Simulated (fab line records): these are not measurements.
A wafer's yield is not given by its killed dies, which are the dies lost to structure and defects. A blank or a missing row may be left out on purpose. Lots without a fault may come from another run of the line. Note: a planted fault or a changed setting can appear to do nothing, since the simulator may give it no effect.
Chamber matching / flow sky130 / rie si-02 running SKY_FIELD_ISO_ETCH_17: 4 sister chambers
The step etches Si in HBr/Cl2/O2, target depth 342 nm, time 97.7 s. 16 wafers are shown with their chamber, then 8 later ones without.

== EACH WAFER AND ITS CHAMBER ==
wafer=L883.2; chamber=3; drypump motor current A (A)=5.9; he backside leak sccm (sccm)=2.97; throttle valve pct (%)=25.681
wafer=L883.5; chamber=1; drypump motor current A (A)=5.4; he backside leak sccm (sccm)=2.88; throttle valve pct (%)=25.660
wafer=L883.6; chamber=0; drypump motor current A (A)=5.0; he backside leak sccm (sccm)=3.01; throttle valve pct (%)=25.654
wafer=L885.2; chamber=2; drypump motor current A (A)=6.1; he backside leak sccm (sccm)=2.42; throttle valve pct (%)=25.668
wafer=L885.4; chamber=1; drypump motor current A (A)=5.5; he backside leak sccm (sccm)=3.03; throttle valve pct (%)=25.640
wafer=L885.6; chamber=1; drypump motor current A (A)=5.5; he backside leak sccm (sccm)=2.95; throttle valve pct (%)=25.654
wafer=L887.3; chamber=1; drypump motor current A (A)=5.5; he backside leak sccm (sccm)=3.12; throttle valve pct (%)=25.658
wafer=L887.4; chamber=3; drypump motor current A (A)=5.9; he backside leak sccm (sccm)=3.07; throttle valve pct (%)=25.668
wafer=L887.5; chamber=2; drypump motor current A (A)=6.1; he backside leak sccm (sccm)=2.48; throttle valve pct (%)=25.669
wafer=L886.1; chamber=2; drypump motor current A (A)=6.1; he backside leak sccm (sccm)=2.61; throttle valve pct (%)=25.675
wafer=L886.5; chamber=1; drypump motor current A (A)=5.4; he backside leak sccm (sccm)=2.99; throttle valve pct (%)=25.672
wafer=L886.6; chamber=2; drypump motor current A (A)=6.1; he backside leak sccm (sccm)=2.54; throttle valve pct (%)=25.662
wafer=L892.1; chamber=3; drypump motor current A (A)=5.9; he backside leak sccm (sccm)=3.19; throttle valve pct (%)=25.665
wafer=L892.2; chamber=1; drypump motor current A (A)=5.5; he backside leak sccm (sccm)=3.11; throttle valve pct (%)=25.665
wafer=L892.5; chamber=3; drypump motor current A (A)=5.9; he backside leak sccm (sccm)=3.08; throttle valve pct (%)=25.667
wafer=L896.1; chamber=3; drypump motor current A (A)=5.9; he backside leak sccm (sccm)=3.06; throttle valve pct (%)=25.671

SIGNATURES, as means of the wafers listed above
reading=drypump motor current A; chamber 0=5.000; chamber 1=5.467; chamber 2=6.100; chamber 3=5.900; scatter within a chamber=0.0333
reading=he backside leak sccm; chamber 0=3.0100; chamber 1=3.0133; chamber 2=2.5125; chamber 3=3.0740; scatter within a chamber=0.0855
reading=throttle valve pct; chamber 0=25.65400; chamber 1=25.65817; chamber 2=25.66850; chamber 3=25.67040; scatter within a chamber=0.00833
Rule: distance of a wafer from a chamber = root of the sum over the readings of ((wafer's reading minus chamber's mean) / reading's scatter) squared. The wafer belongs to the nearest chamber; if the next one is less than 2 further off, it can't be placed. How the scatter is found: for the shown wafers, subtract from each reading the mean of its chamber, square and add these, divide the total by (wafers less chambers), then take the root.

== WAFERS WHOSE CHAMBER IS MISSING ==
wafer=L896.2; drypump motor current A (A)=5.0; he backside leak sccm (sccm)=2.92; throttle valve pct (%)=25.652
wafer=L896.3; drypump motor current A (A)=6.1; he backside leak sccm (sccm)=2.68; throttle valve pct (%)=25.683
wafer=L897.2; drypump motor current A (A)=5.4; he backside leak sccm (sccm)=2.73; throttle valve pct (%)=25.672
wafer=L897.5; drypump motor current A (A)=5.0; he backside leak sccm (sccm)=2.82; throttle valve pct (%)=25.643
wafer=L897.6; drypump motor current A (A)=5.9; he backside leak sccm (sccm)=2.96; throttle valve pct (%)=25.659
wafer=L903.2; drypump motor current A (A)=5.9; he backside leak sccm (sccm)=3.09; throttle valve pct (%)=25.666
wafer=L903.4; drypump motor current A (A)=5.4; he backside leak sccm (sccm)=2.76; throttle valve pct (%)=25.626
wafer=L903.5; drypump motor current A (A)=6.1; he backside leak sccm (sccm)=2.39; throttle valve pct (%)=25.664

== THE CHAMBER EACH PASSED THROUGH ==
wafer=L896.2; from the rows above=0; in truth=0
wafer=L896.3; from the rows above=2; in truth=2
wafer=L897.2; from the rows above=1; in truth=1
wafer=L897.5; from the rows above=0; in truth=0
wafer=L897.6; from the rows above=3; in truth=3
wafer=L903.2; from the rows above=3; in truth=3
wafer=L903.4; from the rows above=1; in truth=1
wafer=L903.5; from the rows above=2; in truth=2
Correctly placed: 8 of 8. Number that these rows cannot place: 0. Number placed wrongly: 0.
